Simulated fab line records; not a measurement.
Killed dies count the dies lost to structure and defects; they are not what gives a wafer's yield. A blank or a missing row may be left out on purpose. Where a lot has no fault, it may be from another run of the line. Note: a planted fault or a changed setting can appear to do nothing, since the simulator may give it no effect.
fab line records || flow sky130 || part 2 of 2: steps 28 to 37 of 37
record {"lots": 5, "wafers": 15, "last-day": 49}
route steps=708 shown METAL2@506 VIA2@507 METAL3@532 CAPM@537
lots with no fault: from the same line, run without faults
start-h: hours from the record's opening day to when the first of the lot's shown wafers began || wait-h: hours from the lot's prior step to this one || " same as the row above || L1.1+2: one row covering several wafers at once || - no value present, or no start provided || * or withheld: withheld || < > ~ a bound
route shown NAME@n: a module of which the file shows steps, and the number in the route of the first || usual: mean/standard deviation of fault-free wafers || same: alike in all rows || chamber/n: place in a boat || sites: per-site readings || _std_site: their standard deviation || _edge_site: mean of outer sites minus mean of inner sites || radius-mm: how far each site lies from the wafer's centre || mask NAME#n: copy n || behind: the tool/chamber that last shaped the wafer || hold: why the lot went on hold/how many hours it stayed there/how the hold came to an end || device: which transistor (n, p or np) failed to switch || end of line: tests run on the same wafers once the route is complete || a step with no rows: only its recipe || killed: the dies lost at the first sort to structure and to defects; this is not the yield of the wafer || map: shows each die of a wafer: x if killed, . if not, _ if none is there
set.NAME: the run value of the setting; set.NAME@STEP: its run value at that earlier step || model.NAME: the simulator's own value behind a step, which no gauge read
lots at selected steps of the route; one table per step, one row per wafer
services: from which hour (start-h, from the record's first day; less than 0 if before it) a tool's chamber was out of use, for how many hours, and why
## steps
# step SKY_METAL3_SPUTTER_01
# recipe {"material": "TiN", "target-thk-nm": 20, "power-w": 6500, "time-s": 16.7, "chamber-pressure-pa": 0.4}
# usual {"throttle-valve-pct": "30.2/0.76"}
{"lot.wafer": "L084.1", "tool": "pvd-sputter-04", "chamber": "-", "start-h": 918.70, "wait-h": 0.0, "throttle-valve-pct": 31.2}
{"lot.wafer": "L084.4", "tool": "pvd-sputter-04", "chamber": "-", "start-h": 918.70, "wait-h": 0.0, "throttle-valve-pct": 30.0}
{"lot.wafer": "L084.6", "tool": "pvd-sputter-04", "chamber": "-", "start-h": 918.70, "wait-h": 0.0, "throttle-valve-pct": 29.8}
{"lot.wafer": "L086.1", "tool": "pvd-sputter-03", "chamber": "-", "start-h": 945.79, "wait-h": 0.0, "throttle-valve-pct": 30.1}
{"lot.wafer": "L086.5", "tool": "pvd-sputter-03", "chamber": "-", "start-h": 945.79, "wait-h": 0.0, "throttle-valve-pct": 29.5}
{"lot.wafer": "L086.6", "tool": "pvd-sputter-03", "chamber": "-", "start-h": 945.79, "wait-h": 0.0, "throttle-valve-pct": 30.2}
{"lot.wafer": "L087.2", "tool": "pvd-sputter-01", "chamber": "-", "start-h": 950.24, "wait-h": 0.0, "throttle-valve-pct": 29.2}
{"lot.wafer": "L087.5", "tool": "pvd-sputter-01", "chamber": "-", "start-h": 950.24, "wait-h": 0.0, "throttle-valve-pct": 28.9}
{"lot.wafer": "L087.6", "tool": "pvd-sputter-01", "chamber": "-", "start-h": 950.24, "wait-h": 0.0, "throttle-valve-pct": 28.4}
{"lot.wafer": "L088.2", "tool": "pvd-sputter-01", "chamber": "-", "start-h": 951.69, "wait-h": 0.0, "throttle-valve-pct": 29.1}
{"lot.wafer": "L088.3", "tool": "pvd-sputter-01", "chamber": "-", "start-h": 951.69, "wait-h": 0.0, "throttle-valve-pct": 30.9}
{"lot.wafer": "L088.5", "tool": "pvd-sputter-01", "chamber": "-", "start-h": 951.69, "wait-h": 0.0, "throttle-valve-pct": 28.6}
{"lot.wafer": "L094.2", "tool": "pvd-sputter-03", "chamber": "-", "start-h": 992.18, "wait-h": 0.0, "throttle-valve-pct": 30.2}
{"lot.wafer": "L094.4", "tool": "pvd-sputter-03", "chamber": "-", "start-h": 992.18, "wait-h": 0.0, "throttle-valve-pct": 29.6}
{"lot.wafer": "L094.5", "tool": "pvd-sputter-03", "chamber": "-", "start-h": 992.18, "wait-h": 0.0, "throttle-valve-pct": 30.5}
# step SKY_METAL3_SPUTTER_02
# recipe {"material": "AlCu", "target-thk-nm": 735, "power-w": 10600, "time-s": 39.1, "chamber-pressure-pa": 0.4}
# usual {"throttle-valve-pct": "30.2/0.74"}
{"lot.wafer": "L084.1", "tool": "pvd-sputter-04", "chamber": "-", "start-h": 918.72, "wait-h": 0.0, "throttle-valve-pct": 30.9}
{"lot.wafer": "L084.4", "tool": "pvd-sputter-04", "chamber": "-", "start-h": 918.72, "wait-h": 0.0, "throttle-valve-pct": 30.1}
{"lot.wafer": "L084.6", "tool": "pvd-sputter-04", "chamber": "-", "start-h": 918.72, "wait-h": 0.0, "throttle-valve-pct": 30.0}
{"lot.wafer": "L086.1", "tool": "pvd-sputter-03", "chamber": "-", "start-h": 945.81, "wait-h": 0.0, "throttle-valve-pct": 30.2}
{"lot.wafer": "L086.5", "tool": "pvd-sputter-03", "chamber": "-", "start-h": 945.81, "wait-h": 0.0, "throttle-valve-pct": 29.4}
{"lot.wafer": "L086.6", "tool": "pvd-sputter-03", "chamber": "-", "start-h": 945.81, "wait-h": 0.0, "throttle-valve-pct": 30.1}
{"lot.wafer": "L087.2", "tool": "pvd-sputter-01", "chamber": "-", "start-h": 950.26, "wait-h": 0.0, "throttle-valve-pct": 29.1}
{"lot.wafer": "L087.5", "tool": "pvd-sputter-01", "chamber": "-", "start-h": 950.26, "wait-h": 0.0, "throttle-valve-pct": 29.2}
{"lot.wafer": "L087.6", "tool": "pvd-sputter-01", "chamber": "-", "start-h": 950.26, "wait-h": 0.0, "throttle-valve-pct": 28.6}
{"lot.wafer": "L088.2", "tool": "pvd-sputter-01", "chamber": "-", "start-h": 951.71, "wait-h": 0.0, "throttle-valve-pct": 29.1}
{"lot.wafer": "L088.3", "tool": "pvd-sputter-01", "chamber": "-", "start-h": 951.71, "wait-h": 0.0, "throttle-valve-pct": 30.9}
{"lot.wafer": "L088.5", "tool": "pvd-sputter-01", "chamber": "-", "start-h": 951.71, "wait-h": 0.0, "throttle-valve-pct": 28.9}
{"lot.wafer": "L094.2", "tool": "pvd-sputter-03", "chamber": "-", "start-h": 992.20, "wait-h": 0.0, "throttle-valve-pct": 30.1}
{"lot.wafer": "L094.4", "tool": "pvd-sputter-03", "chamber": "-", "start-h": 992.20, "wait-h": 0.0, "throttle-valve-pct": 29.6}
{"lot.wafer": "L094.5", "tool": "pvd-sputter-03", "chamber": "-", "start-h": 992.20, "wait-h": 0.0, "throttle-valve-pct": 30.2}
# step SKY_METAL3_SPUTTER_03
# recipe {"material": "Ti", "target-thk-nm": 5, "power-w": 3000, "time-s": 3.3, "chamber-pressure-pa": 0.4}
# usual {"throttle-valve-pct": "30.2/0.79"}
{"lot.wafer": "L084.1", "tool": "pvd-sputter-04", "chamber": "-", "start-h": 918.76, "wait-h": 0.0, "throttle-valve-pct": 31.2}
{"lot.wafer": "L084.4", "tool": "pvd-sputter-04", "chamber": "-", "start-h": 918.76, "wait-h": 0.0, "throttle-valve-pct": 30.0}
{"lot.wafer": "L084.6", "tool": "pvd-sputter-04", "chamber": "-", "start-h": 918.76, "wait-h": 0.0, "throttle-valve-pct": 30.1}
{"lot.wafer": "L086.1", "tool": "pvd-sputter-03", "chamber": "-", "start-h": 945.85, "wait-h": 0.0, "throttle-valve-pct": 30.1}
{"lot.wafer": "L086.5", "tool": "pvd-sputter-03", "chamber": "-", "start-h": 945.85, "wait-h": 0.0, "throttle-valve-pct": 29.6}
{"lot.wafer": "L086.6", "tool": "pvd-sputter-03", "chamber": "-", "start-h": 945.85, "wait-h": 0.0, "throttle-valve-pct": 30.3}
{"lot.wafer": "L087.2", "tool": "pvd-sputter-01", "chamber": "-", "start-h": 950.30, "wait-h": 0.0, "throttle-valve-pct": 29.3}
{"lot.wafer": "L087.5", "tool": "pvd-sputter-01", "chamber": "-", "start-h": 950.30, "wait-h": 0.0, "throttle-valve-pct": 29.1}
{"lot.wafer": "L087.6", "tool": "pvd-sputter-01", "chamber": "-", "start-h": 950.30, "wait-h": 0.0, "throttle-valve-pct": 28.5}
{"lot.wafer": "L088.2", "tool": "pvd-sputter-01", "chamber": "-", "start-h": 951.75, "wait-h": 0.0, "throttle-valve-pct": 29.2}
{"lot.wafer": "L088.3", "tool": "pvd-sputter-01", "chamber": "-", "start-h": 951.75, "wait-h": 0.0, "throttle-valve-pct": 30.9}
{"lot.wafer": "L088.5", "tool": "pvd-sputter-01", "chamber": "-", "start-h": 951.75, "wait-h": 0.0, "throttle-valve-pct": 28.5}
{"lot.wafer": "L094.2", "tool": "pvd-sputter-03", "chamber": "-", "start-h": 992.24, "wait-h": 0.0, "throttle-valve-pct": 30.2}
{"lot.wafer": "L094.4", "tool": "pvd-sputter-03", "chamber": "-", "start-h": 992.24, "wait-h": 0.0, "throttle-valve-pct": 29.5}
{"lot.wafer": "L094.5", "tool": "pvd-sputter-03", "chamber": "-", "start-h": 992.24, "wait-h": 0.0, "throttle-valve-pct": 29.8}
# step SKY_METAL3_SPUTTER_04
# recipe {"material": "TiN", "target-thk-nm": 70, "power-w": 6500, "time-s": 58.3, "chamber-pressure-pa": 0.4}
# usual {"throttle-valve-pct": "30.2/0.77"}
{"lot.wafer": "L084.1", "tool": "pvd-sputter-04", "chamber": "-", "start-h": 918.78, "wait-h": 0.0, "throttle-valve-pct": 31.2}
{"lot.wafer": "L084.4", "tool": "pvd-sputter-04", "chamber": "-", "start-h": 918.78, "wait-h": 0.0, "throttle-valve-pct": 30.1}
{"lot.wafer": "L084.6", "tool": "pvd-sputter-04", "chamber": "-", "start-h": 918.78, "wait-h": 0.0, "throttle-valve-pct": 30.3}
{"lot.wafer": "L086.1", "tool": "pvd-sputter-03", "chamber": "-", "start-h": 945.87, "wait-h": 0.0, "throttle-valve-pct": 30.1}
{"lot.wafer": "L086.5", "tool": "pvd-sputter-03", "chamber": "-", "start-h": 945.87, "wait-h": 0.0, "throttle-valve-pct": 29.4}
{"lot.wafer": "L086.6", "tool": "pvd-sputter-03", "chamber": "-", "start-h": 945.87, "wait-h": 0.0, "throttle-valve-pct": 30.2}
{"lot.wafer": "L087.2", "tool": "pvd-sputter-01", "chamber": "-", "start-h": 950.32, "wait-h": 0.0, "throttle-valve-pct": 29.1}
{"lot.wafer": "L087.5", "tool": "pvd-sputter-01", "chamber": "-", "start-h": 950.32, "wait-h": 0.0, "throttle-valve-pct": 29.2}
{"lot.wafer": "L087.6", "tool": "pvd-sputter-01", "chamber": "-", "start-h": 950.32, "wait-h": 0.0, "throttle-valve-pct": 28.8}
{"lot.wafer": "L088.2", "tool": "pvd-sputter-01", "chamber": "-", "start-h": 951.77, "wait-h": 0.0, "throttle-valve-pct": 29.1}
{"lot.wafer": "L088.3", "tool": "pvd-sputter-01", "chamber": "-", "start-h": 951.77, "wait-h": 0.0, "throttle-valve-pct": 30.8}
{"lot.wafer": "L088.5", "tool": "pvd-sputter-01", "chamber": "-", "start-h": 951.77, "wait-h": 0.0, "throttle-valve-pct": 28.6}
{"lot.wafer": "L094.2", "tool": "pvd-sputter-03", "chamber": "-", "start-h": 992.26, "wait-h": 0.0, "throttle-valve-pct": 30.3}
{"lot.wafer": "L094.4", "tool": "pvd-sputter-03", "chamber": "-", "start-h": 992.26, "wait-h": 0.0, "throttle-valve-pct": 29.5}
{"lot.wafer": "L094.5", "tool": "pvd-sputter-03", "chamber": "-", "start-h": 992.26, "wait-h": 0.0, "throttle-valve-pct": 30.2}
# step SKY_CAPM_CVD_00
# recipe {"material": "SiO2", "target-thk-nm": 15.5, "temp-c": 400, "time-s": "withheld", "rf-w": 450}
# usual {"heater-power-w": "671/130"}
{"lot.wafer": "L084.1", "tool": "pecvd-04", "chamber": 2, "start-h": 918.83, "wait-h": 0.0, "heater-power-w": 764}
{"lot.wafer": "L084.4", "tool": "pecvd-04", "chamber": 0, "start-h": 918.83, "wait-h": 0.0, "heater-power-w": 662}
{"lot.wafer": "L084.6", "tool": "pecvd-04", "chamber": 2, "start-h": 918.83, "wait-h": 0.0, "heater-power-w": 788}
{"lot.wafer": "L086.1", "tool": "pecvd-01", "chamber": 2, "start-h": 945.92, "wait-h": 0.0, "heater-power-w": 696}
{"lot.wafer": "L086.5", "tool": "pecvd-01", "chamber": 2, "start-h": 945.92, "wait-h": 0.0, "heater-power-w": 676}
{"lot.wafer": "L086.6", "tool": "pecvd-01", "chamber": 0, "start-h": 945.92, "wait-h": 0.0, "heater-power-w": 550}
{"lot.wafer": "L087.2", "tool": "pecvd-02", "chamber": 1, "start-h": 950.37, "wait-h": 0.0, "heater-power-w": 652}
{"lot.wafer": "L087.5", "tool": "pecvd-02", "chamber": 1, "start-h": 950.37, "wait-h": 0.0, "heater-power-w": 650}
{"lot.wafer": "L087.6", "tool": "pecvd-02", "chamber": 0, "start-h": 950.37, "wait-h": 0.0, "heater-power-w": 894}
{"lot.wafer": "L088.2", "tool": "pecvd-04", "chamber": 2, "start-h": 951.82, "wait-h": 0.0, "heater-power-w": 688}
{"lot.wafer": "L088.3", "tool": "pecvd-04", "chamber": 1, "start-h": 951.82, "wait-h": 0.0, "heater-power-w": 623}
{"lot.wafer": "L088.5", "tool": "pecvd-04", "chamber": 0, "start-h": 951.82, "wait-h": 0.0, "heater-power-w": 688}
{"lot.wafer": "L094.2", "tool": "pecvd-02", "chamber": 1, "start-h": 992.31, "wait-h": 0.0, "heater-power-w": 560}
{"lot.wafer": "L094.4", "tool": "pecvd-02", "chamber": 0, "start-h": 992.31, "wait-h": 0.0, "heater-power-w": 932}
{"lot.wafer": "L094.5", "tool": "pecvd-02", "chamber": 2, "start-h": 992.31, "wait-h": 0.0, "heater-power-w": 510}
# step SKY_CAPM_THK_MEAS_01
# recipe {"reads": "SiO2_of_CAPM_CVD_00"}
# usual {"CAPM_CVD_00_THK": "15.53/0.27"}
{"lot.wafer": "L084.1", "tool": "film-metro-02", "chamber": "-", "start-h": 918.85, "wait-h": "-", "CAPM_CVD_00_THK[nm]": 15.39}
{"lot.wafer": "L084.4", "tool": "film-metro-02", "chamber": "-", "start-h": 918.85, "wait-h": "-", "CAPM_CVD_00_THK[nm]": 15.52}
{"lot.wafer": "L084.6", "tool": "film-metro-02", "chamber": "-", "start-h": 918.85, "wait-h": "-", "CAPM_CVD_00_THK[nm]": 15.36}
{"lot.wafer": "L086.1", "tool": "film-metro-04", "chamber": "-", "start-h": 945.94, "wait-h": "-", "CAPM_CVD_00_THK[nm]": 15.35}
{"lot.wafer": "L086.5", "tool": "film-metro-04", "chamber": "-", "start-h": 945.94, "wait-h": "-", "CAPM_CVD_00_THK[nm]": 15.49}
{"lot.wafer": "L086.6", "tool": "film-metro-04", "chamber": "-", "start-h": 945.94, "wait-h": "-", "CAPM_CVD_00_THK[nm]": 15.45}
{"lot.wafer": "L087.2", "tool": "film-metro-04", "chamber": "-", "start-h": 950.40, "wait-h": "-", "CAPM_CVD_00_THK[nm]": 15.63}
{"lot.wafer": "L087.5", "tool": "film-metro-04", "chamber": "-", "start-h": 950.40, "wait-h": "-", "CAPM_CVD_00_THK[nm]": 15.80}
{"lot.wafer": "L087.6", "tool": "film-metro-04", "chamber": "-", "start-h": 950.40, "wait-h": "-", "CAPM_CVD_00_THK[nm]": 15.91}
{"lot.wafer": "L088.2", "tool": "film-metro-04", "chamber": "-", "start-h": 951.85, "wait-h": "-", "CAPM_CVD_00_THK[nm]": 15.14}
{"lot.wafer": "L088.3", "tool": "film-metro-04", "chamber": "-", "start-h": 951.85, "wait-h": "-", "CAPM_CVD_00_THK[nm]": 15.36}
{"lot.wafer": "L088.5", "tool": "film-metro-04", "chamber": "-", "start-h": 951.85, "wait-h": "-", "CAPM_CVD_00_THK[nm]": 15.17}
{"lot.wafer": "L094.2", "tool": "film-metro-01", "chamber": "-", "start-h": 992.34, "wait-h": "-", "CAPM_CVD_00_THK[nm]": 15.59}
{"lot.wafer": "L094.4", "tool": "film-metro-01", "chamber": "-", "start-h": 992.34, "wait-h": "-", "CAPM_CVD_00_THK[nm]": 16.00}
{"lot.wafer": "L094.5", "tool": "film-metro-01", "chamber": "-", "start-h": 992.34, "wait-h": "-", "CAPM_CVD_00_THK[nm]": 15.75}
# step SKY_CAPM_SPUTTER_02
# recipe {"material": "TiN", "target-thk-nm": 200, "temp-c": 300, "power-w": 6500, "time-s": 166.7, "chamber-pressure-pa": 0.4}
# usual {"throttle-valve-pct": "29.8/0.82"}
{"lot.wafer": "L084.1", "tool": "pvd-sputter-03", "chamber": "-", "start-h": 918.91, "wait-h": 0.1, "throttle-valve-pct": 29.7}
{"lot.wafer": "L084.4", "tool": "pvd-sputter-03", "chamber": "-", "start-h": 918.91, "wait-h": 0.1, "throttle-valve-pct": 29.9}
{"lot.wafer": "L084.6", "tool": "pvd-sputter-03", "chamber": "-", "start-h": 918.91, "wait-h": 0.1, "throttle-valve-pct": 29.8}
{"lot.wafer": "L086.1", "tool": "pvd-sputter-04", "chamber": "-", "start-h": 946.00, "wait-h": 0.1, "throttle-valve-pct": 30.9}
{"lot.wafer": "L086.5", "tool": "pvd-sputter-04", "chamber": "-", "start-h": 946.00, "wait-h": 0.1, "throttle-valve-pct": 31.4}
{"lot.wafer": "L086.6", "tool": "pvd-sputter-04", "chamber": "-", "start-h": 946.00, "wait-h": 0.1, "throttle-valve-pct": 30.0}
{"lot.wafer": "L087.2", "tool": "pvd-sputter-03", "chamber": "-", "start-h": 950.45, "wait-h": 0.0, "throttle-valve-pct": 29.5}
{"lot.wafer": "L087.5", "tool": "pvd-sputter-03", "chamber": "-", "start-h": 950.45, "wait-h": 0.0, "throttle-valve-pct": 30.2}
{"lot.wafer": "L087.6", "tool": "pvd-sputter-03", "chamber": "-", "start-h": 950.45, "wait-h": 0.0, "throttle-valve-pct": 30.0}
{"lot.wafer": "L088.2", "tool": "pvd-sputter-02", "chamber": "-", "start-h": 951.90, "wait-h": 0.0, "throttle-valve-pct": 28.6}
{"lot.wafer": "L088.3", "tool": "pvd-sputter-02", "chamber": "-", "start-h": 951.90, "wait-h": 0.0, "throttle-valve-pct": 29.5}
{"lot.wafer": "L088.5", "tool": "pvd-sputter-02", "chamber": "-", "start-h": 951.90, "wait-h": 0.0, "throttle-valve-pct": 28.7}
{"lot.wafer": "L094.2", "tool": "pvd-sputter-04", "chamber": "-", "start-h": 992.39, "wait-h": 0.0, "throttle-valve-pct": 31.1}
{"lot.wafer": "L094.4", "tool": "pvd-sputter-04", "chamber": "-", "start-h": 992.39, "wait-h": 0.0, "throttle-valve-pct": 31.1}
{"lot.wafer": "L094.5", "tool": "pvd-sputter-04", "chamber": "-", "start-h": 992.39, "wait-h": 0.0, "throttle-valve-pct": 31.2}
# step SKY_CAPM_RS_MEAS_03
# recipe {"thk-meas-gauge": "four-point-probe", "reads": "TiN_of_CAPM_SPUTTER_02"}
# usual {"CAPM_TIN_RS": "6.92/0.098"}
{"lot.wafer": "L084.1", "tool": "film-metro-01", "chamber": "-", "start-h": 919.02, "wait-h": 0.1, "CAPM_TIN_RS[ohm/sq]": 6.78}
{"lot.wafer": "L084.4", "tool": "film-metro-01", "chamber": "-", "start-h": 919.02, "wait-h": 0.1, "CAPM_TIN_RS[ohm/sq]": 6.90}
{"lot.wafer": "L084.6", "tool": "film-metro-01", "chamber": "-", "start-h": 919.02, "wait-h": 0.1, "CAPM_TIN_RS[ohm/sq]": 6.90}
{"lot.wafer": "L086.1", "tool": "film-metro-02", "chamber": "-", "start-h": 946.11, "wait-h": 0.1, "CAPM_TIN_RS[ohm/sq]": 6.88}
{"lot.wafer": "L086.5", "tool": "film-metro-02", "chamber": "-", "start-h": 946.11, "wait-h": 0.1, "CAPM_TIN_RS[ohm/sq]": 6.99}
{"lot.wafer": "L086.6", "tool": "film-metro-02", "chamber": "-", "start-h": 946.11, "wait-h": 0.1, "CAPM_TIN_RS[ohm/sq]": 6.89}
{"lot.wafer": "L087.2", "tool": "film-metro-02", "chamber": "-", "start-h": 950.58, "wait-h": 0.1, "CAPM_TIN_RS[ohm/sq]": 6.79}
{"lot.wafer": "L087.5", "tool": "film-metro-02", "chamber": "-", "start-h": 950.58, "wait-h": 0.1, "CAPM_TIN_RS[ohm/sq]": 6.87}
{"lot.wafer": "L087.6", "tool": "film-metro-02", "chamber": "-", "start-h": 950.58, "wait-h": 0.1, "CAPM_TIN_RS[ohm/sq]": 6.97}
{"lot.wafer": "L088.2", "tool": "film-metro-02", "chamber": "-", "start-h": 952.12, "wait-h": 0.2, "CAPM_TIN_RS[ohm/sq]": 6.69}
{"lot.wafer": "L088.3", "tool": "film-metro-02", "chamber": "-", "start-h": 952.12, "wait-h": 0.2, "CAPM_TIN_RS[ohm/sq]": 6.98}
{"lot.wafer": "L088.5", "tool": "film-metro-02", "chamber": "-", "start-h": 952.12, "wait-h": 0.2, "CAPM_TIN_RS[ohm/sq]": 6.72}
{"lot.wafer": "L094.2", "tool": "film-metro-02", "chamber": "-", "start-h": 992.52, "wait-h": 0.1, "CAPM_TIN_RS[ohm/sq]": 7.04}
{"lot.wafer": "L094.4", "tool": "film-metro-02", "chamber": "-", "start-h": 992.52, "wait-h": 0.1, "CAPM_TIN_RS[ohm/sq]": 6.99}
{"lot.wafer": "L094.5", "tool": "film-metro-02", "chamber": "-", "start-h": 992.52, "wait-h": 0.1, "CAPM_TIN_RS[ohm/sq]": 6.90}
# step SKY_CAPM_THK_MEAS_04
# recipe {"thk-meas-gauge": "xrf", "reads": "TiN_of_CAPM_SPUTTER_02"}
# usual {"CAPM_TIN_THK": "193.9/2.8"}
{"lot.wafer": "L084.1", "tool": "film-metro-01", "chamber": "-", "start-h": 919.14, "wait-h": 0.1, "CAPM_TIN_THK[nm]": 198.1}
{"lot.wafer": "L084.4", "tool": "film-metro-01", "chamber": "-", "start-h": 919.14, "wait-h": 0.1, "CAPM_TIN_THK[nm]": 195.2}
{"lot.wafer": "L084.6", "tool": "film-metro-01", "chamber": "-", "start-h": 919.14, "wait-h": 0.1, "CAPM_TIN_THK[nm]": 195.2}
{"lot.wafer": "L086.1", "tool": "film-metro-02", "chamber": "-", "start-h": 946.23, "wait-h": 0.1, "CAPM_TIN_THK[nm]": 194.7}
{"lot.wafer": "L086.5", "tool": "film-metro-02", "chamber": "-", "start-h": 946.23, "wait-h": 0.1, "CAPM_TIN_THK[nm]": 191.8}
{"lot.wafer": "L086.6", "tool": "film-metro-02", "chamber": "-", "start-h": 946.23, "wait-h": 0.1, "CAPM_TIN_THK[nm]": 194.5}
{"lot.wafer": "L087.2", "tool": "film-metro-02", "chamber": "-", "start-h": 950.69, "wait-h": 0.1, "CAPM_TIN_THK[nm]": 197.0}
{"lot.wafer": "L087.5", "tool": "film-metro-02", "chamber": "-", "start-h": 950.69, "wait-h": 0.1, "CAPM_TIN_THK[nm]": 194.9}
{"lot.wafer": "L087.6", "tool": "film-metro-02", "chamber": "-", "start-h": 950.69, "wait-h": 0.1, "CAPM_TIN_THK[nm]": 191.6}
{"lot.wafer": "L088.2", "tool": "film-metro-02", "chamber": "-", "start-h": 952.23, "wait-h": 0.1, "CAPM_TIN_THK[nm]": 200.6}
{"lot.wafer": "L088.3", "tool": "film-metro-02", "chamber": "-", "start-h": 952.23, "wait-h": 0.1, "CAPM_TIN_THK[nm]": 191.3}
{"lot.wafer": "L088.5", "tool": "film-metro-02", "chamber": "-", "start-h": 952.23, "wait-h": 0.1, "CAPM_TIN_THK[nm]": 199.2}
{"lot.wafer": "L094.2", "tool": "film-metro-02", "chamber": "-", "start-h": 992.63, "wait-h": 0.1, "CAPM_TIN_THK[nm]": 189.5}
{"lot.wafer": "L094.4", "tool": "film-metro-02", "chamber": "-", "start-h": 992.63, "wait-h": 0.1, "CAPM_TIN_THK[nm]": 190.5}
{"lot.wafer": "L094.5", "tool": "film-metro-02", "chamber": "-", "start-h": 992.63, "wait-h": 0.1, "CAPM_TIN_THK[nm]": 194.1}
# step SKY_CAPM_DEHYDRATE_05
# recipe {"temp-c": 200, "time-s": 60}
# usual {"resist-line-temp-C": "23.00/0.12"}
{"lot.wafer": "L084.1", "tool": "litho-track-03", "chamber": 0, "start-h": 930.34, "wait-h": 11.2, "resist-line-temp-C": 22.81}
{"lot.wafer": "L084.4", "tool": "litho-track-03", "chamber": 0, "start-h": 930.34, "wait-h": 11.2, "resist-line-temp-C": 22.92}
{"lot.wafer": "L084.6", "tool": "litho-track-03", "chamber": 0, "start-h": 930.34, "wait-h": 11.2, "resist-line-temp-C": 22.93}
{"lot.wafer": "L086.1", "tool": "litho-track-03", "chamber": 0, "start-h": 957.44, "wait-h": 11.2, "resist-line-temp-C": 22.83}
{"lot.wafer": "L086.5", "tool": "litho-track-03", "chamber": 0, "start-h": 957.44, "wait-h": 11.2, "resist-line-temp-C": 23.05}
{"lot.wafer": "L086.6", "tool": "litho-track-03", "chamber": 0, "start-h": 957.44, "wait-h": 11.2, "resist-line-temp-C": 23.05}
{"lot.wafer": "L087.2", "tool": "litho-track-02", "chamber": 0, "start-h": 961.93, "wait-h": 11.2, "resist-line-temp-C": 22.78}
{"lot.wafer": "L087.5", "tool": "litho-track-02", "chamber": 0, "start-h": 961.93, "wait-h": 11.2, "resist-line-temp-C": 22.78}
{"lot.wafer": "L087.6", "tool": "litho-track-02", "chamber": 0, "start-h": 961.93, "wait-h": 11.2, "resist-line-temp-C": 22.72}
{"lot.wafer": "L088.2", "tool": "litho-track-01", "chamber": 0, "start-h": 963.10, "wait-h": 10.9, "resist-line-temp-C": 22.93}
{"lot.wafer": "L088.3", "tool": "litho-track-01", "chamber": 0, "start-h": 963.10, "wait-h": 10.9, "resist-line-temp-C": 22.99}
{"lot.wafer": "L088.5", "tool": "litho-track-01", "chamber": 0, "start-h": 963.10, "wait-h": 10.9, "resist-line-temp-C": 22.91}
{"lot.wafer": "L094.2", "tool": "litho-track-02", "chamber": 0, "start-h": 1003.13, "wait-h": 10.5, "resist-line-temp-C": 22.92}
{"lot.wafer": "L094.4", "tool": "litho-track-02", "chamber": 0, "start-h": 1003.13, "wait-h": 10.5, "resist-line-temp-C": 23.06}
{"lot.wafer": "L094.5", "tool": "litho-track-02", "chamber": 0, "start-h": 1003.13, "wait-h": 10.5, "resist-line-temp-C": 23.00}
## services
{"tool": "pecvd-04", "chamber": 0, "start-h": 870.73, "hours": 10.1, "kind": "repair"}
{"tool": "cmp-01", "chamber": "-", "start-h": 873.27, "hours": 15.6, "kind": "repair"}
{"tool": "cmp-02", "chamber": "-", "start-h": 888.95, "hours": 2.2, "kind": "repair"}
{"tool": "hdpcvd-02", "chamber": "-", "start-h": 898.26, "hours": 0.7, "kind": "repair"}
{"tool": "rie-diel-02", "chamber": "-", "start-h": 907.11, "hours": 3.1, "kind": "repair"}
{"tool": "cmp-01", "chamber": "-", "start-h": 911.38, "hours": 0.5, "kind": "repair"}
{"tool": "pvd-sputter-03", "chamber": "-", "start-h": 912.59, "hours": 0.9, "kind": "repair"}
{"tool": "cmp-01", "chamber": "-", "start-h": 913.04, "hours": 4.0, "kind": "pm"}
{"tool": "pvd-sputter-03", "chamber": "-", "start-h": 920.81, "hours": 3.0, "kind": "repair"}
{"tool": "cvd-w-01", "chamber": 1, "start-h": 921.26, "hours": 8.4, "kind": "repair"}
{"tool": "pvd-sputter-04", "chamber": "-", "start-h": 921.56, "hours": 5.2, "kind": "repair"}
{"tool": "cmp-02", "chamber": "-", "start-h": 934.23, "hours": 0.5, "kind": "repair"}
{"tool": "rie-diel-02", "chamber": 1, "start-h": 948.66, "hours": 23.1, "kind": "repair"}
{"tool": "hdpcvd-02", "chamber": "-", "start-h": 950.25, "hours": 15.0, "kind": "pm"}
{"tool": "rie-diel-02", "chamber": 0, "start-h": 955.90, "hours": 5.5, "kind": "repair"}
{"tool": "pvd-sputter-01", "chamber": "-", "start-h": 962.25, "hours": 1.6, "kind": "repair"}
{"tool": "cmp-02", "chamber": "-", "start-h": 966.79, "hours": 6.7, "kind": "pm"}
{"tool": "cmp-02", "chamber": "-", "start-h": 973.50, "hours": 9.0, "kind": "pm"}
{"tool": "krf-scanner-02", "chamber": "-", "start-h": 975.75, "hours": 0.2, "kind": "repair"}
{"tool": "pvd-sputter-01", "chamber": "-", "start-h": 979.80, "hours": 2.3, "kind": "repair"}
{"tool": "pvd-sputter-03", "chamber": "-", "start-h": 981.53, "hours": 1.4, "kind": "repair"}
{"tool": "krf-scanner-02", "chamber": "-", "start-h": 982.78, "hours": 0.8, "kind": "pm"}
{"tool": "cmp-01", "chamber": "-", "start-h": 986.98, "hours": 2.6, "kind": "repair"}
{"tool": "pvd-sputter-04", "chamber": "-", "start-h": 992.72, "hours": 8.0, "kind": "repair"}
